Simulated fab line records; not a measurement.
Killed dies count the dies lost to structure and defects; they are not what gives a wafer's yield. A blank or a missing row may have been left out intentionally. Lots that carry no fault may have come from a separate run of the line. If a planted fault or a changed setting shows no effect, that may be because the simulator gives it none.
A lot that was struck, set against a sound lot | flow sky130 | 17 out of 708 route steps
Sound: the wafers L771.1, L771.4, L771.5. Wafers struck: L789.1, L789.3, L789.6. The cause is given at the end.
Per side, at each step with rows, come the tool, then ch with its chambers, and then its first start. Under that, the readings that differ: sound wafers | struck wafers | difference of the means | sigmas: that difference in standard deviations of wafers without a fault.
alike: readings whose means differ by less than 2 such deviations, and words and numbers that are the same on both sides. not compared: withheld readings, readings that some wafer has no value for, bounds like >300 that may hide the same value, and numbers for which the record gives no deviation and whose values overlap.
The two part at a step that has a row with sigmas, a row that says differs or no value, or rows on one side only. Numbers that don't overlap but have no deviation are shown without sigmas and don't part them. Lack of a reading on every wafer of one side parts them only where that side has two or more wafers.

SKY_VT_ADJUST_HVTP_OVL_MEAS_08:
  sound on overlay-02, day 6 00:05; struck on overlay-02, day 10 21:19
  alike: VT_ADJUST_HVTP_OVL
next, for these wafers, 1 step has no rows: SKY_VT_ADJUST_HVTP_IMPLANT_09.
SKY_VT_ADJUST_HVTP_STRIP_10: strips in O2/N2.
  sound on plasma_asher-01 ch 0,1, day 6 00:16; struck on plasma_asher-01 ch 0,1, day 10 21:29
  alike: drypump_motor_current_A, oes_product_au, strip_time_to_endpoint_s
  not compared: rf_hours_counter_h
SKY_VT_ADJUST_HVTP_TW_MEAS_11:
  sound on film_metro-01, day 6 00:22; struck on film_metro-04, day 10 21:35
  alike: VT_ADJUST_HVTP_TW
then, 7 steps without rows for these wafers: SKY_VT_ADJUST_LVTN_DEHYDRATE_00 (time 60 s); SKY_VT_ADJUST_LVTN_HMDS_01 (prime time 60 s); SKY_VT_ADJUST_LVTN_COAT_02 (resist thk 3000 nm); SKY_VT_ADJUST_LVTN_SOFTBAKE_03; SKY_VT_ADJUST_LVTN_EXPOSE_04 (exposes mask NWM COMPLEMENT LESS NATIVE, target cd 840 nm); SKY_VT_ADJUST_LVTN_PEB_05; SKY_VT_ADJUST_LVTN_DEVELOP_06 (develop time 60 s).
SKY_VT_ADJUST_LVTN_OVL_MEAS_07:
  sound on overlay-01, day 6 18:31; struck on overlay-02, day 11 21:40
  alike: VT_ADJUST_LVTN_OVL
SKY_VT_ADJUST_LVTN_IMPLANT_08:
  sound on implanter-03 ch 0, day 6 18:33; struck on implanter-02 ch 0, day 11 22:01
  alike: dose_ions_cm2
SKY_VT_ADJUST_LVTN_STRIP_09: strips in O2/N2.
  sound on plasma_asher-04 ch 0, day 6 18:42; struck on plasma_asher-03 ch 0, day 11 22:10
  alike: drypump_motor_current_A, oes_product_au, strip_time_to_endpoint_s
  not compared: rf_hours_counter_h
SKY_VT_ADJUST_LVTN_TW_MEAS_10:
  sound on film_metro-03, day 6 18:48; struck on film_metro-03, day 11 22:16
  reading           | sound             | struck            | difference | sigmas
  VT_ADJUST_LVTN_TW | 245.1 245.0 246.3 | 301.3 302.3 302.4 | +56.5      | +24
then, 1 step without rows for these wafers: SKY_VT_ADJUST_LVTN_DEHYDRATE_11 (time 60 s).
-- a jump in the record: the struck wafers' starts before and after are 38 days apart (it breaks off in module VT_ADJUST_LVTN and resumes in module PAD_OPEN, where the first step shown is number 708 of the route) --
SKY_PAD_OPEN_PROBE_99:
  sound on prober-01, day 45 12:53; struck on prober-01, day 50 05:20
  reading                                   | sound                | struck               | difference | sigmas
  model.etest.nfet_01v8_lvt.drive_ua_um     | 576.7 565.7 577.1    | 551 541.5 554.5      | -24        |
  model.etest.nfet_01v8.drive_ua_um         | 503.1 500.2 506.1    | 489.8 483.8 494.9    | -13.6      |
  model.etest.nfet_01v8_turned.drive_ua_um  | 506.8 502.8 505      | 489.2 484.4 497.8    | -14.4      |
  model.etest.nfet_01v8_swapped.drive_ua_um | 502.5 498.1 509.5    | 487.8 483.2 496.6    | -14.2      |
  model.etest.nfet_01v8_lvt.vt_sat_v (V)    | 0.5283 0.5369 0.5281 | 0.5772 0.5858 0.576  | +0.0486    |
  model.etest.nfet_01v8_lvt.vt_v (V)        | 0.6073 0.6126 0.5978 | 0.6359 0.6366 0.632  | +0.0289    |
  model.etest.nfet_01v8.vt_sat_v (V)        | 0.6364 0.6463 0.6406 | 0.6721 0.6763 0.6677 | +0.0309    |
  model.etest.nfet_01v8_turned.vt_sat_v (V) | 0.6417 0.648 0.6458  | 0.6756 0.6752 0.6711 | +0.0288    |
  alike: killed_at_M0_to_M3, killed_at_M4_up, killed_at_contacts, killed_at_front_end, killed_at_other, killed_dies, killed_open, killed_short

== WHERE THEY PART ==
Only at SKY_VT_ADJUST_LVTN_TW_MEAS_10, within this record. Later steps at which nothing parts them and some readings are alike: SKY_PAD_OPEN_PROBE_99.

WHY: whatever the simulator had introduced
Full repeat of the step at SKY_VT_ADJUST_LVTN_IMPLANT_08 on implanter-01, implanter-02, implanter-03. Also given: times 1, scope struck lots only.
